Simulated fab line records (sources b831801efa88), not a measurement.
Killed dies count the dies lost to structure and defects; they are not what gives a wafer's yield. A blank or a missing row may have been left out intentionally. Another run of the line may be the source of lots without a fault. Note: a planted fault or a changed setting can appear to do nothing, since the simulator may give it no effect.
Problem report, 8D (eight disciplines) form, completed by code / flow sky130 / the parts of the form that need people (team, actions taken, sign-off) are left out

## 1. THE PROBLEM
Wafers without a fault read 60.00 rpm, standard deviation 0.037; platen-rpm at SKY_VIA1_CMP_02 reads a mean of 54.05 rpm on 2 wafers belonging to 2 lots. So: -99 or more standard deviations from the usual mean.
The step: polishes SiO2.
First observed at day 34 09:49: wafer L705.4, on cmp-01. The record has a number at this step for 33 wafers belonging to 11 lots. The rule behind "out" and "out of limits": a value lying over 4 standard deviations away from the usual mean. Any other wafer with a number is counted as sound.

## 2. WHAT IT IS, AND WHAT IT ISN'T
question=which readings at this step | is=platen-rpm | is not=motor-current-A, retaining-ring-pressure-frac
question=which lots | is=L705, L706 | is not=L704, L716, L717, L718, L719, L720, L721, L723, L724
question=which wafers of those lots | is=L705.4, L706.5 | is not=L705.3, L705.5, L706.3, L706.4
question=read on which tools | is=cmp-01 | is not=cmp-02
question=when | is=from day 34 09:49 | is not=up to then (5 sound wafers); but 26 sound wafers of L706, L716, L717, L718, L719, L720, L721, L723, L724 came after

## 3. THE SUSPECTS, EACH WITH WHAT RULES IT OUT
Counting: any tool at a process step up to the reading remains a suspect provided it ran every lot that is out. Sound lots after the first of them don't rule it out here, since some wafers of a struck lot are sound.
- rie-diel-03 at SKY_CONTACT_ETCH_16 (etches BARC in N2/H2, stops on SiO2, time 45.9 s, target depth 60 nm): kept. Every lot that is out went through it, the first being L705 (day 33 04:11); the last sound lot it ran before that was L704 (day 32 10:15).
- cmp-01 at SKY_VIA1_CMP_02 (polishes SiO2): kept. Every lot that is out went through it, the first being L705 (day 34 09:49); the last sound lot it ran before that was L704 (day 33 15:19). Out on those wafers are its own readings of platen-rpm.
- cmp-01, SKY_VIA1_CMP_02: wafers that are out in chamber 0, sound lot-mates in chambers 1, 2, 3.
After counting, rie-diel-03 at SKY_CONTACT_ETCH_16 and cmp-01 at SKY_VIA1_CMP_02 remain.

## 4. THE CAUSE (what the simulator had put in)
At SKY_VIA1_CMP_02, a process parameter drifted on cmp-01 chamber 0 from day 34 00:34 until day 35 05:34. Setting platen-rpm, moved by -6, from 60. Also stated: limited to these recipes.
This tool is one of the 2 suspects left after counting.

## 5. THE CHAIN OF EFFECTS, in route order
One row per reading whose mean, taken over the struck wafers that have a number, lies over 3 standard deviations from the usual. Scope: only readings with a usual standard deviation given in the record; hours: median across lots of the time from each lot's start at the first step in this table that gives one to its start at this step; sigmas: change in usual standard deviations.
hours=0; step=SKY_VIA1_CMP_02; reading=platen-rpm; usual=60.00 rpm; on struck wafers=54.05; change=-5.95; sigmas=-99 or more
The process steps in it:
- SKY_VIA1_CMP_02: polishes SiO2.

## 6. WHAT WOULD HAVE CAUGHT IT SOONER
9 hours passed between the start of the fault at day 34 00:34 and the first reading out of limits in this record, taken at day 34 09:49.
